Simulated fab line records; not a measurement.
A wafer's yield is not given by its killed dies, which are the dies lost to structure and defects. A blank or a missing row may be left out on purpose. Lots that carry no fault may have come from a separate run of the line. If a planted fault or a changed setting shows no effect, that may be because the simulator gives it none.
Matching of chambers -- flow sky130 -- 4 sister chambers for SKY_LI_CONTACT_CMP_24 on cmp-01
The step polishes, stops on PSG, t overpolish 20 s, target thk 0 nm. 8 wafers are shown with their chamber, then 7 later ones without.

== WAFERS, EACH WITH ITS CHAMBER ==
wafer,chamber,overpolishRunS (s),timeToEndpointS (s)
L548.1,0,20.021,93.3
L554.3,2,20.003,102.1
L554.6,3,19.999,96.3
L555.3,2,20.001,98.6
L555.4,3,19.999,96.6
L555.6,1,19.998,94.7
L557.1,0,20.023,97.3
L557.2,1,19.991,94.8

== WAFERS WITH NO CHAMBER GIVEN ==
wafer,overpolishRunS (s),timeToEndpointS (s)
L557.4,20.006,105.3
L564.3,19.994,93.7
L564.5,20.014,96.4
L564.6,19.994,97.7
L570.1,19.999,98.3
L570.3,19.982,94.0
L570.4,19.999,93.9

== THE CHAMBER EACH PASSED THROUGH ==
wafer,from the rows above,in truth
L557.4,2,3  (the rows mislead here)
L564.3,can't be placed: 1 or 3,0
L564.5,can't be placed: 0 or 2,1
L564.6,can't be placed: 1 or 3 or 2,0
L570.1,can't be placed: 3 or 2 or 1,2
L570.3,can't be placed: 1 or 3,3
L570.4,can't be placed: 3 or 1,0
0 of 7 placed correctly. Not placeable from these rows: 6 (in 2, the candidates include the true chamber). Number placed wrongly: 1.
How it was worked out, from the rows above alone: a wafer's distance from a chamber is the root of the sum, over the readings, of the square of ((its reading less the chamber's mean) divided by the reading's scatter). If the next closest chamber is less than 2 further off than the closest, the wafer can't be placed; otherwise it belongs to the closest. The mean given for a chamber averages the wafers shown for that chamber. The scatter is the square root of a quotient: the sum, over the shown wafers, of each reading's squared deviation from its chamber's mean, divided by wafers minus chambers.
